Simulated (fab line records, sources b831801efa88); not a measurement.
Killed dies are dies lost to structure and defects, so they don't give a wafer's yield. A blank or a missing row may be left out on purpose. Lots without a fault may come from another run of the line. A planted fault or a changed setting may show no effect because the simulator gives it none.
fab line records | flow sky130
record lots=10 wafers=29 last_day=50
route steps=708 shown VT_ADJUST_LVTN@104 POLY_GATE@218 LDD_N@254 SD_P@324 PAD_OPEN@708
lots that met no fault: from a run of the same line without faults
start_h: hours from the record's first day to the start of the lot's first wafer shown | wait_h: hours since the lot's step before | " the same as in the row above | L1.1+2: a row that stands for several wafers | - no value, or no start given | * or withheld: withheld | < > ~ a bound
route shown NAME@n: a module of which the file shows steps, and the number in the route of the first | usual: mean/standard deviation of fault-free wafers | same: alike in all rows | chamber/n: place in a boat | sites: the reading at each site | _std_site: their standard deviation | _edge_site: outer sites' mean less inner sites' | radius_mm: how far each site lies from the wafer's centre | mask NAME#n: copy n | behind: the tool/chamber that last shaped the wafer | hold: why the lot was held/for how many hours/how that ended | device: the transistor (n, p or np) that didn't switch | end of line: the same wafers' tests at the end of the route | a step without rows: its recipe alone | killed: dies lost to structure and defects at the first sort, not the wafer's yield | map: a wafer's dies, x killed, . not, _ none there
set.NAME: the setting as run; set.NAME@STEP: as run at that earlier step | model.NAME: the simulator's own value behind a step, which no gauge read
steps of the route over a sample of lots; a table a step, a row a wafer
services: from which hour (start_h, from the record's first day; less than 0 if before it) a tool's chamber was out of use, for how many hours, and why
## steps
# step SKY_VT_ADJUST_LVTN_OVL_MEAS_07
# usual VT_ADJUST_LVTN_OVL=-1.0/1.4
# columns lot.wafer tool chamber start_h wait_h VT_ADJUST_LVTN_OVL[nm]
L970.1 overlay-02 - 141.88 - 0.6
L970.4 " - " " 2.4
L970.5 " - " " -1.1
L971.3 overlay-01 - 146.45 - -2.6
L971.4 " - " " -3.5
L971.5 " - " " -1.2
L972.3 overlay-02 - 155.65 - -3.6
L972.4 " - " " -3.2
L972.6 " - " " -2.5
L973.1 overlay-02 - 160.29 - -1.0
L973.4 " - " " -2.9
L973.6 " - " " -0.6
L974.2 overlay-01 - 167.74 - -3.4
L974.4 " - " " -3.0
L974.6 " - " " -2.1
L983.2 overlay-01 - 230.74 - 0.8
L983.5 " - " " -1.5
L983.6 " - " " -2.1
L984.1 overlay-02 - 236.09 - -3.1
L984.3 " - " " -2.6
L991.4 overlay-02 - 285.40 - 0.3
L991.5 " - " " -1.4
L991.6 " - " " 1.9
L992.2 overlay-02 - 290.94 - -0.2
L992.4 " - " " -2.3
L992.6 " - " " -1.4
L993.1 overlay-02 - 303.03 - -0.2
L993.4 " - " " 0.2
L993.5 " - " " 1.1
# step SKY_POLY_GATE_THK_MEAS_04
# recipe reads=Si3N4_of_POLY_GATE_CVD_03
# usual POLY_GATE_CVD_03_THK=74.9/0.65
# columns lot.wafer tool chamber start_h wait_h POLY_GATE_CVD_03_THK[nm]
L970.1 film_metro-03 - 341.26 0.0 75.9
L970.4 " - " " 75.2
L970.5 " - " " 74.6
L971.3 film_metro-04 - 346.93 0.0 75.9
L971.4 " - " " 76.2
L971.5 " - " " 76.3
L972.3 film_metro-02 - 360.24 0.0 74.2
L972.4 " - " " 74.4
L972.6 " - " " 74.6
L973.1 film_metro-02 - 365.66 0.0 74.1
L973.4 " - " " 74.8
L973.6 " - " " 74.4
L974.2 film_metro-03 - 375.86 0.0 75.8
L974.4 " - " " 75.1
L974.6 " - " " 75.4
L983.2 film_metro-03 - 463.25 0.0 74.2
L983.5 " - " " 74.7
L983.6 " - " " 75.0
L984.1 film_metro-04 - 470.50 0.0 74.3
L984.3 " - " " 74.5
L991.4 film_metro-02 - 524.35 0.0 75.6
L991.5 " - " " 76.2
L991.6 " - " " 75.6
L992.2 film_metro-04 - 535.76 0.0 75.5
L992.4 " - " " 75.4
L992.6 " - " " 75.2
L993.1 film_metro-03 - 547.52 0.0 74.8
L993.4 " - " " 75.5
L993.5 " - " " 74.7
# step SKY_LDD_N_TW_MEAS_17
# usual LDD_N_TW=2586/18
# columns lot.wafer tool chamber start_h wait_h LDD_N_TW
L970.1 film_metro-02 - 400.12 0.1 2578
L970.4 " - " " 2571
L970.5 " - " " 2564
L971.3 film_metro-02 - 406.34 0.1 2574
L971.4 " - " " 2574
L971.5 " - " " 2571
L972.3 film_metro-02 - 422.96 0.1 2577
L972.4 " - " " 2578
L972.6 " - " " 2578
L973.1 film_metro-02 - 427.07 0.1 2577
L973.4 " - " " 2576
L973.6 " - " " 2569
L974.2 film_metro-04 - 439.65 0.1 2586
L974.4 " - " " 2579
L974.6 " - " " 2590
L983.2 film_metro-04 - 528.53 0.1 2598
L983.5 " - " " 2610
L983.6 " - " " 2579
L984.1 film_metro-02 - 535.07 0.1 2577
L984.3 " - " " 2578
L991.4 film_metro-04 - 586.75 0.1 2613
L991.5 " - " " 2594
L991.6 " - " " 2615
L992.2 film_metro-04 - 597.78 0.1 2591
L992.4 " - " " 2603
L992.6 " - " " 2602
L993.1 film_metro-01 - 609.52 0.1 2601
L993.4 " - " " 2625
L993.5 " - " " 2611
# step SKY_SD_P_EXPOSE_04
# recipe mask_id=PSDM na=0.6 source_shape=conventional sigma_outer=0.6 polarization=unpolarized target_cd_nm=380 dose_mj=138
# usual reticle_temp_C=22.96/0.094
# columns lot.wafer tool chamber start_h wait_h mask reticle_temp_C
L970.1 iline_stepper-01 0 571.68 - PSDM#0 23.14
L970.4 " 0 " " PSDM#0 22.98
L970.5 " 0 " " PSDM#0 23.06
L971.3 iline_stepper-02 0 575.40 - PSDM#0 22.98
L971.4 " 0 " " PSDM#0 23.00
L971.5 " 0 " " PSDM#0 22.85
L972.3 iline_stepper-02 0 594.12 - PSDM#0 22.97
L972.4 " 0 " " PSDM#0 22.80
L972.6 " 0 " " PSDM#0 23.03
L973.1 iline_stepper-01 0 596.43 - PSDM#0 23.18
L973.4 " 0 " " PSDM#0 22.96
L973.6 " 0 " " PSDM#0 23.09
L974.2 iline_stepper-02 0 607.95 - PSDM#0 22.97
L974.4 " 0 " " PSDM#0 23.01
L974.6 " 0 " " PSDM#0 22.92
L983.2 iline_stepper-02 0 692.90 - PSDM#0 22.91
L983.5 " 0 " " PSDM#0 23.02
L983.6 " 0 " " PSDM#0 22.94
L984.1 iline_stepper-02 0 700.98 - PSDM#0 22.96
L984.3 " 0 " " PSDM#0 22.86
L991.4 iline_stepper-01 0 749.08 - PSDM#0 23.02
L991.5 " 0 " " PSDM#0 23.02
L991.6 " 0 " " PSDM#0 23.15
L992.2 iline_stepper-02 0 756.59 - PSDM#0 22.87
L992.4 " 0 " " PSDM#0 22.91
L992.6 " 0 " " PSDM#0 22.94
L993.1 iline_stepper-02 0 768.98 - PSDM#0 22.98
L993.4 " 0 " " PSDM#0 22.93
L993.5 " 0 " " PSDM#0 23.04
# step SKY_SD_P_CD_MEAS_07
# recipe target_cd_nm=380
# usual cd_nm=380.5/2.5
# columns lot.wafer tool chamber start_h wait_h hold cd_nm
L970.1 cd_sem-01 - 585.50 0.1 - 379.6
L970.4 " - " " - 382.3
L970.5 " - " " - 384.8
L971.3 cd_sem-02 - 589.57 0.1 - 378.2
L971.4 " - " " - 376.8
L971.5 " - " " - 378.0
L972.3 cd_sem-02 - 608.69 0.1 - 379.7
L972.4 " - " " - 377.3
L972.6 " - " " - 376.6
L973.1 cd_sem-02 - 611.05 0.1 - 382.1
L973.4 " - " " - 385.1
L973.6 " - " " - 381.4
L974.2 cd_sem-02 - 621.92 0.1 - 382.4
L974.4 " - " " - 380.3
L974.6 " - " " - 382.0
L983.2 cd_sem-01 - 706.70 0.1 await_dispo/0.2h/release 383.4
L983.5 " - " " await_dispo/0.2h/release 382.7
L983.6 " - " " await_dispo/0.2h/release 370.5
L983.2 cd_sem-01 - 707.17 0.5 - 383.4
L983.5 " - " " - 382.4
L983.6 " - " " - 370.2
L984.1 cd_sem-02 - 714.78 0.1 await_dispo/0.2h/release 367.0
L984.3 " - " " await_dispo/0.2h/release 380.8
L984.1 cd_sem-02 - 715.07 0.3 - 367.3
L984.3 " - " " - 380.8
L991.4 cd_sem-02 - 762.39 0.1 - 378.3
L991.5 " - " " - 381.3
L991.6 " - " " - 377.8
L992.2 cd_sem-02 - 769.47 0.1 - 381.8
L992.4 " - " " - 382.6
L992.6 " - " " - 380.8
L993.1 cd_sem-02 - 781.88 0.1 - 384.0
L993.4 " - " " - 385.1
L993.5 " - " " - 381.7
# step SKY_PAD_OPEN_PROBE_99
# usual killed_at_M0_to_M3=44/7 killed_at_M4_up=3.2/1.8 killed_at_contacts=24/5.1 killed_at_front_end=15/4.3 killed_at_other=0.3/0.5 killed_dies=86/9.6 killed_open=48/7.1 killed_short=38/6.7
# same gross_dies=492 killed_at_back_side=0
# columns lot.wafer tool chamber start_h wait_h killed_at_M0_to_M3 killed_at_M4_up killed_at_contacts killed_at_front_end killed_at_other killed_dies killed_open killed_short
L983.5 prober-02 - 1159.56 0.2 38 3 20 20 0 81 45 36
L983.6 prober-02 - 1159.61 0.2 36 2 24 12 0 74 39 35
# killed by level:class
L983.5 VIA1:geometric_particle:open=11 LOCAL_INTERCONNECT:geometric_particle:short=9 POLY_GATE:geometric_particle:open=7 VIA3:geometric_particle:open=7 CONTACT:geometric_particle:open=7 FIELD_ISO:geometric_particle:open=5 FIELD_ISO:geometric_particle:short=4 VIA2:geometric_particle:short=4
L983.6 LI_CONTACT:geometric_particle:open=9 VIA2:geometric_particle:open=7 CONTACT:geometric_particle:open=5 LI_CONTACT:geometric_particle:short=5 VIA1:geometric_particle:open=5 METAL3:geometric_particle:short=5 METAL1:geometric_particle:short=4 VIA1:geometric_particle:short=4
## services
# columns tool chamber start_h hours kind
iline_stepper-02 0 636.45 - calibration
iline_stepper-02 - 649.26 10.6 repair
iline_stepper-01 0 653.77 - calibration
iline_stepper-01 - 680.37 1.7 pm
iline_stepper-01 - 738.15 0.9 repair
iline_stepper-02 - 747.90 1.7 pm
iline_stepper-02 - 750.47 2.0 repair
iline_stepper-01 - 752.51 7.0 repair
iline_stepper-02 - 757.99 1.5 repair
## key
first_sign step=SKY_SD_P_CD_MEAS_07 reading=visit direction=added
effect step=SKY_SD_P_CD_MEAS_07 reading=cd_nm direction=down sigmas=4.6 usual=380.5 struck=368.8
met_at SKY_SD_P_EXPOSE_04
struck_lots L983,L984
struck_wafers L983.6,L984.1
tester_left_out L983,L984
not_acting_at SKY_VT_ADJUST_LVTN_OVL_MEAS_07,SKY_POLY_GATE_THK_MEAS_04,SKY_LDD_N_TW_MEAS_17
onset_between 607.95 692.90
fault kind=process_parameter_drift tool=iline_stepper-02 chamber=- onset_h=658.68 steps=SKY_SD_P_EXPOSE_04 channel=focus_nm offset=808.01 shape=step end_h=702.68 scope=struck_wafers_only
# tester_left_out: of these lots the tester's yield and bins aren't shown, on N5 and GAA mostly nor the transistor test; their killed dies are dies lost to structure and defects alone, not to doping, threshold or leakage, so they don't give the yield
